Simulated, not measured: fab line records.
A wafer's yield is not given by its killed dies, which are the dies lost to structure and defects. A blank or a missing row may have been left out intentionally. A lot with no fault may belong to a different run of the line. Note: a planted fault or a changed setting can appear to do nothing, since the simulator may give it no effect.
fab line records -- flow sky130
record: lots: 5, wafers: 15, last_day: 47
route steps=708 shown SONOS_TUNNEL@156 SONOS_ONO@168 GATE_OXIDE@187 PAD_OPEN@708
lots untouched by any fault: they come from a run of this same line in which no faults occurred
start_h: hours from the record's opening day to when the first of the lot's shown wafers began -- wait_h: how many hours have passed since the lot's step before this one -- " identical to the entry in the row above -- L1.1+2: a single row standing in for several wafers -- - value missing, or start not given -- * or withheld: withheld -- < > ~ a bound
route shown NAME@n: a module of which the file shows steps, and the number in the route of the first -- usual: average and standard deviation across the fault-free wafers -- same: alike in all rows -- chamber/n: place in a boat -- sites: readings site by site -- _std_site: standard deviation across them -- _edge_site: mean of outer sites minus mean of inner sites -- radius_mm: for every site, how far away it sits from the centre of the wafer -- mask NAME#n: copy n -- behind: the last tool/chamber to shape the wafer -- hold: reason for holding the lot/hours on hold/outcome of the hold -- device: transistor that didn't switch, given as n, p or np -- end of line: the route-end tests of the same wafers -- step lacking rows: just its recipe -- killed: the dies lost at the first sort to structure and to defects; this is not the yield of the wafer -- map: a wafer's dies, marking killed ones x, the rest . and places with no die _
set.NAME: setting as actually run; set.NAME@STEP: the setting as run at that earlier step -- model.NAME: the simulator's own value behind a step, which no gauge read
lots at selected steps of the route; one table per step, one row per wafer
services: from which hour (start_h, from the record's first day; less than 0 if before it) a tool's chamber was out of use, for how many hours, and why
== steps ==
step: SKY_SONOS_TUNNEL_COAT_02
recipe: resist: NOVOLAK, spin_rpm: 3000, resist_thk_nm: 1140
step: SKY_SONOS_TUNNEL_SOFTBAKE_03
recipe: temp_c: 90, time_s: 60, resist: NOVOLAK
step: SKY_SONOS_TUNNEL_EXPOSE_04
recipe: mask_id: TUNM, na: 0.6, source_shape: conventional, sigma_outer: 0.6, polarization: unpolarized, target_cd_nm: 410, dose_mj: 136
step: SKY_SONOS_TUNNEL_PEB_05
recipe: temp_c: withheld, time_s: *, resist: NOVOLAK
step: SKY_SONOS_TUNNEL_DEVELOP_06
recipe: resist: NOVOLAK, developer: TMAH, develop_time_s: 60, dev_temp_c: 23
step: SKY_SONOS_TUNNEL_IMPLANT_09
recipe: species: B, energy_kev: 20, dose_cm2: 1e+12, tilt_deg: withheld
step: SKY_SONOS_TUNNEL_WET_ETCH_10
recipe: chemistry: dHF, target_depth_nm: 14, target: SiO2, dilution: 100:1, temp_c: 25, time_s: 280
step: SKY_SONOS_TUNNEL_STRIP_11
recipe: chemistry: SPM, time_s: 600, temp_c: 130
step: SKY_SONOS_TUNNEL_CLEAN_13
recipe: chemistry: dHF, time_s: 20, dilution: 100:1, dry: ipa_marangoni
step: SKY_SONOS_ONO_OXIDATION_00
recipe: temp_c: 800, ambient: O2, idle_temp_c: 700, ramp_up_c_per_min: 10, ramp_down_c_per_min: 3, stabilise_s: 600, purge_s: 300, target_thk_a: 26, ox_time_s: 1249
usual: spike_tc_lower_C: 801.4/1.1, zone_power_bottom_pct: 19.5/1.9, zone_power_centre_pct: 15.57/0.21, zone_power_lower_pct: 14.5/1.1, zone_power_upper_pct: 13.0/0.56
same: purge_s: 300
lot.wafer,tool,chamber,start_h,wait_h,spike_tc_lower_C,zone_power_bottom_pct,zone_power_centre_pct,zone_power_lower_pct,zone_power_upper_pct
L281.2,furnace-02,0,247.79,1.0,802.0,21.2,15.81,15.7,13.6
L281.3,furnace-02,0,247.79,1.0,801.9,21.2,15.76,15.8,13.5
L281.5,furnace-02,0,247.79,1.0,801.7,21.4,15.95,15.1,13.5
L284.2,furnace-01,0,272.24,0.5,800.7,17.6,15.53,13.5,12.6
L284.3,furnace-01,0,272.24,0.5,800.9,17.5,15.49,13.3,12.4
L284.6,furnace-01,0,272.24,0.5,801.6,17.5,15.64,13.3,12.3
L286.2,furnace-01,0,290.28,1.7,800.9,17.6,15.48,13.6,12.7
L286.5,furnace-01,0,290.28,1.7,801.4,17.9,15.34,13.5,12.5
L286.6,furnace-01,0,290.28,1.7,801.2,18.0,15.21,13.3,12.5
L289.2,furnace-01,0,310.53,0.4,801.8,17.4,15.35,13.4,12.7
L289.3,furnace-01,0,310.53,0.4,802.6,17.4,15.67,13.4,12.6
L289.6,furnace-01,0,310.53,0.4,802.5,17.7,15.37,13.2,12.5
L290.2,furnace-01,0,318.03,1.4,800.7,17.4,15.64,13.5,12.6
L290.4,furnace-01,0,318.03,1.4,800.3,17.7,15.42,13.2,12.6
L290.5,furnace-01,0,318.03,1.4,799.9,17.5,15.27,13.3,12.4
step: SKY_SONOS_ONO_CVD_02
recipe: material: Si3N4, precursor: DCS/NH3, target_thk_nm: 10.5, temp_c: 770, time_s: 180, pressure_mtorr: 250
step: SKY_SONOS_ONO_CVD_04
recipe: material: SiO2, precursor: SiH4/N2O, target_thk_nm: 5.7199, temp_c: 900, pressure_mtorr: 400
step: SKY_SONOS_ONO_DEHYDRATE_06
recipe: temp_c: 200, time_s: 60
step: SKY_SONOS_ONO_HMDS_07
recipe: prime_time_s: 60, prime_temp_c: 120
step: SKY_SONOS_ONO_COAT_08
recipe: resist: NOVOLAK, spin_rpm: 3000, resist_thk_nm: 1140
step: SKY_SONOS_ONO_SOFTBAKE_09
recipe: temp_c: 90, time_s: 60, resist: NOVOLAK
step: SKY_SONOS_ONO_EXPOSE_10
recipe: mask_id: ONOM, target_cd_nm: 410, na: 0.6, source_shape: conventional, sigma_outer: 0.6, dose_mj: 150
step: SKY_SONOS_ONO_PEB_11
recipe: temp_c: withheld, time_s: *, resist: NOVOLAK
step: SKY_SONOS_ONO_DEVELOP_12
recipe: develop_time_s: 60, dev_temp_c: 23
step: SKY_SONOS_ONO_ETCH_15
recipe: target_depth_nm: 19.52, chemistry: CHF3/O2, source_w: 600, bias_w: 200, pressure_mtorr: 40, chf3_flow_sccm: 50, O2_flow_sccm: 5, time_s: 7.8
step: SKY_SONOS_ONO_WET_ETCH_16
recipe: chemistry: dHF, target_depth_nm: 14, dry: n2_spin, target: SiO2, dilution: 100:1, temp_c: 25, time_s: 280
step: SKY_SONOS_ONO_STRIP_17
recipe: chemistry: O2/N2, power_w: 1400, pressure_mtorr: 1500, platen_temp_c: withheld, o2_flow_sccm: 3000, n2_flow_sccm: 300, overash_fraction: 0.5
step: SKY_SONOS_ONO_WET_ETCH_18
recipe: chemistry: H3PO4, target_depth_nm: 15, target: Si3N4, temp_c: 160, time_s: 172
step: SKY_GATE_OXIDE_CLEAN_00
recipe: chemistry: SC1/SC2, mix: 1:4:20, temp_c: 70, time_s: 150, dry: n2_spin
step: SKY_GATE_OXIDE_OXIDATION_01
recipe: temp_c: 900, ambient: O2, stabilise_s: 600, purge_s: 300, target_thk_a: 102.68, ox_time_s: 1473
step: SKY_GATE_OXIDE_DEHYDRATE_03
recipe: temp_c: 200, time_s: 60
step: SKY_GATE_OXIDE_HMDS_04
recipe: prime_time_s: 60, prime_temp_c: 120
step: SKY_GATE_OXIDE_COAT_05
recipe: resist: NOVOLAK, spin_rpm: 3000, resist_thk_nm: 1140
step: SKY_GATE_OXIDE_SOFTBAKE_06
recipe: temp_c: 90, time_s: 60, resist: NOVOLAK
step: SKY_GATE_OXIDE_EXPOSE_07
recipe: mask_id: LVOM, na: 0.6, source_shape: conventional, sigma_outer: 0.6, polarization: unpolarized, target_cd_nm: 600, dose_mj: 170
step: SKY_GATE_OXIDE_PEB_08
recipe: temp_c: withheld, time_s: *, resist: NOVOLAK
step: SKY_GATE_OXIDE_DEVELOP_09
recipe: resist: NOVOLAK, developer: TMAH, develop_time_s: 60, dev_temp_c: 23
step: SKY_PAD_OPEN_PROBE_99
usual: killed_at_M0_to_M3: 43/6.4, killed_at_M4_up: 2.8/1.7, killed_at_contacts: 24/5.5, killed_at_front_end: 15/4, killed_at_other: 0.3/0.54, killed_dies: 86/9.1, killed_on_rim: 17/3.9, killed_open: 47/6.6, killed_short: 39/6.2
same: gross_dies: 492, killed_at_back_side: 0
lot.wafer,tool,chamber,start_h,wait_h,hold,killed_at_M0_to_M3,killed_at_M4_up,killed_at_contacts,killed_at_front_end,killed_at_other,killed_dies,killed_on_rim,killed_open,killed_short
L281.2,prober-01,-,1070.68,0.1,-,37,1,26,21,0,85,17,43,42
L281.3,prober-01,-,1070.73,0.2,-,43,4,25,15,0,87,22,44,43
L281.5,prober-01,-,1070.83,0.2,-,37,2,24,13,0,76,15,44,32
L284.2,prober-01,-,1092.20,0.1,-,49,4,33,13,0,99,18,46,53
L284.3,prober-01,-,1092.25,0.2,-,41,2,25,19,0,87,21,37,50
L284.6,prober-01,-,1092.40,0.2,-,36,5,21,12,1,75,15,45,30
L286.2,prober-01,-,1108.37,0.1,await_dispo/2.5h/release,40,3,25,101,2,171,30,44,37
L286.5,prober-01,-,1108.52,0.2,await_dispo/2.5h/release,44,3,18,114,0,179,44,50,34
L286.6,prober-01,-,1108.57,0.2,await_dispo/2.5h/release,37,2,25,99,0,163,30,43,29
L289.2,prober-02,-,1123.69,0.1,await_dispo/0.8h/release,36,6,17,116,0,175,36,47,29
L289.3,prober-02,-,1123.74,0.2,await_dispo/0.8h/release,46,4,25,99,0,174,36,57,29
L289.6,prober-02,-,1123.89,0.2,await_dispo/0.8h/release,42,4,18,108,0,172,28,44,37
L290.2,prober-01,-,1132.07,0.1,await_dispo/4.7h/release,39,2,15,118,0,174,35,40,26
L290.4,prober-01,-,1132.17,0.2,await_dispo/4.7h/release,27,8,13,106,0,154,27,43,19
L290.5,prober-01,-,1132.22,0.2,await_dispo/4.7h/release,30,1,22,105,0,158,34,32,29
killed by level:class
L281.2 CONTACT:geometric_particle:open=10 VIA1:geometric_particle:open=9 METAL2:geometric_particle:short=7 FIELD_ISO:geometric_particle:short=6 LOCAL_INTERCONNECT:geometric_particle:short=6 VIA3:geometric_particle:open=6 SPACER:geometric_particle:open=4 LI_CONTACT:geometric_particle:open=4
L281.3 VIA2:geometric_particle:open=10 CONTACT:geometric_particle:open=10 METAL2:geometric_particle:short=8 LI_CONTACT:geometric_particle:open=6 VIA3:geometric_particle:open=5 FIELD_ISO:geometric_particle:short=4 LOCAL_INTERCONNECT:geometric_particle:short=4 CONTACT:geometric_particle:short=4
L281.5 LI_CONTACT:geometric_particle:open=10 VIA2:geometric_particle:open=9 VIA1:geometric_particle:short=7 VIA1:geometric_particle:open=7 CONTACT:geometric_particle:open=6 CONTACT:geometric_particle:short=5 VIA3:geometric_particle:open=4 METAL2:geometric_particle:short=4
L284.2 METAL1:geometric_particle:short=11 CONTACT:geometric_particle:short=10 LI_CONTACT:geometric_particle:open=9 VIA1:geometric_particle:open=9 CONTACT:geometric_particle:open=8 VIA1:geometric_particle:short=7 LOCAL_INTERCONNECT:geometric_particle:short=5 VIA2:geometric_particle:open=5
L284.3 METAL1:geometric_particle:short=8 VIA3:geometric_particle:open=6 LI_CONTACT:geometric_particle:open=6 CONTACT:geometric_particle:short=6 CONTACT:geometric_particle:open=6 VIA1:geometric_particle:open=6 FIELD_ISO:geometric_particle:short=5 POLY_GATE:geometric_particle:short=5
L284.6 CONTACT:geometric_particle:open=9 VIA1:geometric_particle:open=8 VIA2:geometric_particle:open=7 VIA3:geometric_particle:open=6 LI_CONTACT:geometric_particle:open=5 METAL1:geometric_particle:short=4 METAL4:geometric_particle:short=4 FIELD_ISO:geometric_particle:short=3
L286.2 SONOS_ONO:unspecified=90 VIA1:geometric_particle:open=10 CONTACT:geometric_particle:open=9 LI_CONTACT:geometric_particle:short=8 VIA3:geometric_particle:open=6 VIA1:geometric_particle:short=6 METAL2:geometric_particle:short=6 LI_CONTACT:geometric_particle:open=5
L286.5 SONOS_ONO:unspecified=95 VIA1:geometric_particle:open=9 FIELD_ISO:geometric_particle:open=8 METAL1:geometric_particle:short=8 VIA2:geometric_particle:open=8 LI_CONTACT:geometric_particle:open=7 CONTACT:geometric_particle:open=7 VIA1:geometric_particle:short=6
L286.6 SONOS_ONO:unspecified=91 VIA1:geometric_particle:open=13 CONTACT:geometric_particle:open=9 LI_CONTACT:geometric_particle:short=5 LI_CONTACT:geometric_particle:open=4 LOCAL_INTERCONNECT:geometric_particle:short=4 METAL2:geometric_particle:short=4 METAL1:geometric_particle:short=4
L289.2 SONOS_ONO:unspecified=99 CONTACT:geometric_particle:open=9 VIA2:geometric_particle:open=7 VIA1:geometric_particle:open=7 FIELD_ISO:geometric_particle:open=6 LI_CONTACT:geometric_particle:open=5 METAL4:geometric_particle:short=5 METAL2:geometric_particle:short=5
L289.3 SONOS_ONO:unspecified=88 LI_CONTACT:geometric_particle:open=16 VIA1:geometric_particle:open=12 VIA2:geometric_particle:open=11 CONTACT:geometric_particle:open=5 METAL1:geometric_particle:short=5 VIA1:geometric_particle:short=5 FIELD_ISO:geometric_particle:short=4
L289.6 SONOS_ONO:unspecified=91 VIA1:geometric_particle:open=7 VIA3:geometric_particle:open=6 FIELD_ISO:geometric_particle:short=5 VIA2:geometric_particle:open=5 CONTACT:geometric_particle:open=5 METAL2:geometric_particle:short=5 FIELD_ISO:geometric_particle:open=4
L290.2 SONOS_ONO:unspecified=108 VIA1:geometric_particle:open=10 VIA3:geometric_particle:open=8 LI_CONTACT:geometric_particle:open=5 FIELD_ISO:geometric_particle:short=4 CONTACT:geometric_particle:short=4 VIA2:geometric_particle:open=4 METAL2:geometric_particle:short=3
L290.4 SONOS_ONO:unspecified=92 VIA1:geometric_particle:open=8 VIA2:geometric_particle:open=8 VIA3:geometric_particle:open=5 POLY_GATE:geometric_particle:open=5 CONTACT:geometric_particle:open=4 METAL4:geometric_particle:short=4 FIELD_ISO:geometric_particle:short=3
L290.5 SONOS_ONO:unspecified=97 CONTACT:geometric_particle:open=7 VIA3:geometric_particle:open=7 VIA1:geometric_particle:open=6 CONTACT:geometric_particle:short=5 METAL1:geometric_particle:short=5 VIA1:geometric_particle:short=4 LI_CONTACT:geometric_particle:open=4
map L286.5 (x killed, . not)
__________x.....xx.._________
________x....x.xx.x.xx_______
______x.....x.xx...xxx.._____
_____xx.x.x..x.x....xxx.x____
____xx.x...xxx...xxx...xx.___
___.x...........xx.xxx.x.x.__
__xxxx.x.x...x..xxx...x....._
_.xxx...xx..x.xxxxxx.x..xx.x.
_xxx....x..xxx......xx....x..
_.........x.....xx.xx....x..x
_xxx.....xxxx..x......xx.x.x.
_x..x..x.x...x..x.x..xxx..x..
_.x..........x..xx..x...x...x
_xxx....xxx.xx.xx..x....xx.x.
_x..x..x........x..x.....x...
__..x.....x.x.....x..x....x._
___.x..........xx.....xx...__
____xx...xx.xx.....x....xx___
_____....x...x...........____
______x....x..x.xxx...x._____
________.xx.......xx.._______
__________x.xx.x..xx_________
map L289.2 (x killed, . not)
__________....x....x_________
________.xx....x......_______
______..xx...x..x..x...._____
_____.x.x.x..xxx.xx...x..____
____x.....x.x.........x...___
___x.xx......xx.x....xxxx..__
__.xx.x...x...xxx.x..x....x._
_...xx.x..xx.x.xxx....xx..x..
_x.xxx.....x......x......x..x
_x.....xxx.x.x....xxxx.xx.x..
_x.x.x.x..x....x.x..x.....x..
_x.....x....x...xx..x.......x
_xx.xxx.x.xx..xxxx..xxx.x.x..
_xx...x...x.x..x...xxxx.x.x..
_.xx........x......x..x.xxx..
__.x.x...x.xx.x....xxx..x.x._
___..xx.....x...xx.x....x..__
____x......x.x.x..x.......___
_____x.....x.....xx..x...____
______.xx........xx..x.._____
________..xx...x..xxxx_______
__________xx.xxxx..._________
== services ==
tool,chamber,start_h,hours,kind
furnace-02,-,234.31,2.1,pm
furnace-01,-,267.85,3.0,pm
== key ==
first_sign: step: SKY_PAD_OPEN_PROBE_99, reading: killed_at_front_end, direction: up, sigmas: 23, usual: 15, struck: 107
effect: step: SKY_PAD_OPEN_PROBE_99, reading: killed_dies, direction: up, sigmas: 9.1, usual: 86, struck: 169
met_at SKY_SONOS_ONO_OXIDATION_00
struck_wafers L286.2,L286.5,L286.6,L289.2,L289.3,L289.6,L290.2,L290.4,L290.5
tester_left_out L286,L289,L290
onset_between 272.24 290.28
also_fits time
fault: kind: chamber_particle_source, tool: furnace-01, chamber: -, onset_h: 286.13, steps: SKY_SONOS_ONO_OXIDATION_00, rate_per_visit_cm2: 0.44617, end_h: 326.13
tester_left_out: of these lots the tester's yield and bins aren't shown, on N5 and GAA mostly nor the transistor test; their killed dies are dies lost to structure and defects alone, not to doping, threshold or leakage, so they don't give the yield
